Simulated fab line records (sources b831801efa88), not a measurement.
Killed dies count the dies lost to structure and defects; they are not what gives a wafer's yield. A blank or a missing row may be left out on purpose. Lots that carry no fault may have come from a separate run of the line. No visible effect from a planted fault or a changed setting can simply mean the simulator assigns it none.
Which tool did it? || flow sky130 || Sampling: 12 lots, 36 wafers, 3 of 708 route steps

== WHAT THE GAUGES READ, wafer by wafer ==
SKY_METAL2_OVL_MEAS_16. Usual: for METAL2_OVL the level is -2 nm and the standard deviation is 5.3.
{"lot": "L837", "measured": "day 35 02:14", "on": "overlay-02", "METAL2_OVL (nm)": "-3 -9 0", "flag": ""}
{"lot": "L838", "measured": "day 35 06:48", "on": "overlay-01", "METAL2_OVL (nm)": "-6 -1 -7", "flag": ""}
{"lot": "L839", "measured": "day 35 16:25", "on": "overlay-02", "METAL2_OVL (nm)": "1 2 0", "flag": ""}
{"lot": "L841", "measured": "day 36 14:11", "on": "overlay-02", "METAL2_OVL (nm)": "1 5 3", "flag": ""}
{"lot": "L850", "measured": "day 39 03:14", "on": "overlay-01", "METAL2_OVL (nm)": "-9 -7 -10", "flag": ""}
{"lot": "L852", "measured": "day 39 18:26", "on": "overlay-02", "METAL2_OVL (nm)": "-1 2 1", "flag": ""}
{"lot": "L853", "measured": "day 39 21:05", "on": "overlay-02", "METAL2_OVL (nm)": "5 3 1", "flag": ""}
{"lot": "L856", "measured": "day 41 01:17", "on": "overlay-02", "METAL2_OVL (nm)": "-6 -1 -5", "flag": ""}
{"lot": "L857", "measured": "day 41 08:50", "on": "overlay-01", "METAL2_OVL (nm)": "5 0 6", "flag": ""}
{"lot": "L858", "measured": "day 41 09:48", "on": "overlay-02", "METAL2_OVL (nm)": "-3 5 -3", "flag": ""}
{"lot": "L859", "measured": "day 41 18:14", "on": "overlay-01", "METAL2_OVL (nm)": "4 5 3", "flag": ""}
{"lot": "L860", "measured": "day 41 23:36", "on": "overlay-02", "METAL2_OVL (nm)": "-6 -4 -6", "flag": ""}

== TOOL THAT RAN EACH LOT (tool first, then ch and the chambers of the sampled wafers, then the start) ==
{"lot": "L837", "SKY_METAL1_ETCH_18": "rie_metal-01 ch 0,1, day 32 18:18", "SKY_VIA1_SPUTTER_20": "pvd_sputter-03, day 33 23:07"}
{"lot": "L838", "SKY_METAL1_ETCH_18": "rie_metal-02 ch 0, day 32 22:49", "SKY_VIA1_SPUTTER_20": "pvd_sputter-01, day 34 03:10"}
{"lot": "L839", "SKY_METAL1_ETCH_18": "rie_metal-01 ch 0,1, day 33 09:46", "SKY_VIA1_SPUTTER_20": "pvd_sputter-04, day 34 13:28"}
{"lot": "L841", "SKY_METAL1_ETCH_18": "rie_metal-01 ch 0,1, day 34 07:13", "SKY_VIA1_SPUTTER_20": "pvd_sputter-03, day 35 11:31"}
{"lot": "L850", "SKY_METAL1_ETCH_18": "rie_metal-02 ch 1, day 36 21:36", "SKY_VIA1_SPUTTER_20": "pvd_sputter-01, day 38 01:40"}
{"lot": "L852", "SKY_METAL1_ETCH_18": "rie_metal-02 ch 0,1, day 37 13:52", "SKY_VIA1_SPUTTER_20": "pvd_sputter-04, day 38 17:01"}
{"lot": "L853", "SKY_METAL1_ETCH_18": "rie_metal-02 ch 0,1, day 37 15:43", "SKY_VIA1_SPUTTER_20": "pvd_sputter-01, day 38 19:58"}
{"lot": "L856", "SKY_METAL1_ETCH_18": "rie_metal-02 ch 0,1, day 38 20:51", "SKY_VIA1_SPUTTER_20": "pvd_sputter-04, day 39 23:37"}
{"lot": "L857", "SKY_METAL1_ETCH_18": "rie_metal-01 ch 0,1, day 39 02:07", "SKY_VIA1_SPUTTER_20": "pvd_sputter-01, day 40 07:05"}
{"lot": "L858", "SKY_METAL1_ETCH_18": "rie_metal-03 ch 0, day 39 07:05", "SKY_VIA1_SPUTTER_20": "pvd_sputter-04, day 40 09:20"}
{"lot": "L859", "SKY_METAL1_ETCH_18": "rie_metal-01 ch 0,1, day 39 14:43", "SKY_VIA1_SPUTTER_20": "pvd_sputter-04, day 40 16:58"}
{"lot": "L860", "SKY_METAL1_ETCH_18": "rie_metal-02 ch 0,1, day 39 20:30", "SKY_VIA1_SPUTTER_20": "pvd_sputter-04, day 40 22:46"}
- SKY_METAL1_ETCH_18: etches BARC in N2/H2, stops on SiO2, time 45.9 s, target depth 60 nm.
- SKY_VIA1_SPUTTER_20: material TiN, target thk 20 nm, time 80 s.

== AS READ BY THE TOOLS THEMSELVES (means over the sampled wafers that have a number; for cases with no such wafer, the mark the record gives instead) ==
SKY_METAL1_ETCH_18. Usual: drypump_motor_current_A 5.6 A, standard deviation 0.41; oes_product_au 0.855 a.u., standard deviation 0.0048; throttle_valve_pct 13.224 %, standard deviation 0.009.
{"lot": "L837", "tool": "rie_metal-01", "drypump_motor_current_A (A)": 6.1, "oes_product_au (a.u.)": 0.858, "throttle_valve_pct (%)": 13.230, "flag": ""}
{"lot": "L838", "tool": "rie_metal-02", "drypump_motor_current_A (A)": 5.0, "oes_product_au (a.u.)": 0.857, "throttle_valve_pct (%)": 13.221, "flag": ""}
{"lot": "L839", "tool": "rie_metal-01", "drypump_motor_current_A (A)": 5.9, "oes_product_au (a.u.)": 0.857, "throttle_valve_pct (%)": 13.225, "flag": ""}
{"lot": "L841", "tool": "rie_metal-01", "drypump_motor_current_A (A)": 5.9, "oes_product_au (a.u.)": 0.850, "throttle_valve_pct (%)": 13.213, "flag": ""}
{"lot": "L850", "tool": "rie_metal-02", "drypump_motor_current_A (A)": 5.8, "oes_product_au (a.u.)": 0.854, "throttle_valve_pct (%)": 13.230, "flag": ""}
{"lot": "L852", "tool": "rie_metal-02", "drypump_motor_current_A (A)": 5.6, "oes_product_au (a.u.)": 0.853, "throttle_valve_pct (%)": 13.214, "flag": ""}
{"lot": "L853", "tool": "rie_metal-02", "drypump_motor_current_A (A)": 5.6, "oes_product_au (a.u.)": 0.852, "throttle_valve_pct (%)": 13.222, "flag": ""}
{"lot": "L856", "tool": "rie_metal-02", "drypump_motor_current_A (A)": 5.3, "oes_product_au (a.u.)": 0.854, "throttle_valve_pct (%)": 13.219, "flag": ""}
{"lot": "L857", "tool": "rie_metal-01", "drypump_motor_current_A (A)": 5.9, "oes_product_au (a.u.)": 0.853, "throttle_valve_pct (%)": 13.225, "flag": ""}
{"lot": "L858", "tool": "rie_metal-03", "drypump_motor_current_A (A)": 5.6, "oes_product_au (a.u.)": 0.859, "throttle_valve_pct (%)": 13.224, "flag": ""}
{"lot": "L859", "tool": "rie_metal-01", "drypump_motor_current_A (A)": 5.9, "oes_product_au (a.u.)": 0.855, "throttle_valve_pct (%)": 13.222, "flag": ""}
{"lot": "L860", "tool": "rie_metal-02", "drypump_motor_current_A (A)": 5.3, "oes_product_au (a.u.)": 0.851, "throttle_valve_pct (%)": 13.227, "flag": ""}

SKY_VIA1_SPUTTER_20. Usual: throttle_valve_pct 30.3 %, standard deviation 1.2.
{"lot": "L837", "tool": "pvd_sputter-03", "throttle_valve_pct (%)": 28.6, "flag": ""}
{"lot": "L838", "tool": "pvd_sputter-01", "throttle_valve_pct (%)": 30.8, "flag": ""}
{"lot": "L839", "tool": "pvd_sputter-04", "throttle_valve_pct (%)": 30.3, "flag": ""}
{"lot": "L841", "tool": "pvd_sputter-03", "throttle_valve_pct (%)": 29.7, "flag": ""}
{"lot": "L850", "tool": "pvd_sputter-01", "throttle_valve_pct (%)": 30.5, "flag": ""}
{"lot": "L852", "tool": "pvd_sputter-04", "throttle_valve_pct (%)": 30.3, "flag": ""}
{"lot": "L853", "tool": "pvd_sputter-01", "throttle_valve_pct (%)": 30.6, "flag": ""}
{"lot": "L856", "tool": "pvd_sputter-04", "throttle_valve_pct (%)": 30.6, "flag": ""}
{"lot": "L857", "tool": "pvd_sputter-01", "throttle_valve_pct (%)": 30.8, "flag": ""}
{"lot": "L858", "tool": "pvd_sputter-04", "throttle_valve_pct (%)": 30.4, "flag": ""}
{"lot": "L859", "tool": "pvd_sputter-04", "throttle_valve_pct (%)": 30.4, "flag": ""}
{"lot": "L860", "tool": "pvd_sputter-04", "throttle_valve_pct (%)": 29.7, "flag": ""}

== THE ANSWER, worked out from the rows above alone ==
Rule: lot off if the mean of its wafers having a number is beyond 3 standard deviations from the usual mean. Also off: a lot with no number at a reading for which 4 or more lots have one. Where the step has rows for the other lots, those lots are counted as sound. After the gauges, taken in route order, come the tools' own readings; for these a lot's mean is taken, as printed above. The first step at which some lot is off is used, and at that step the reading that is off furthest; a lot without a number counts as furthest.
Across all readings shown, no lot is off: no conclusion can be drawn from this.

== WHAT THE SIMULATOR HAD INSERTED ==
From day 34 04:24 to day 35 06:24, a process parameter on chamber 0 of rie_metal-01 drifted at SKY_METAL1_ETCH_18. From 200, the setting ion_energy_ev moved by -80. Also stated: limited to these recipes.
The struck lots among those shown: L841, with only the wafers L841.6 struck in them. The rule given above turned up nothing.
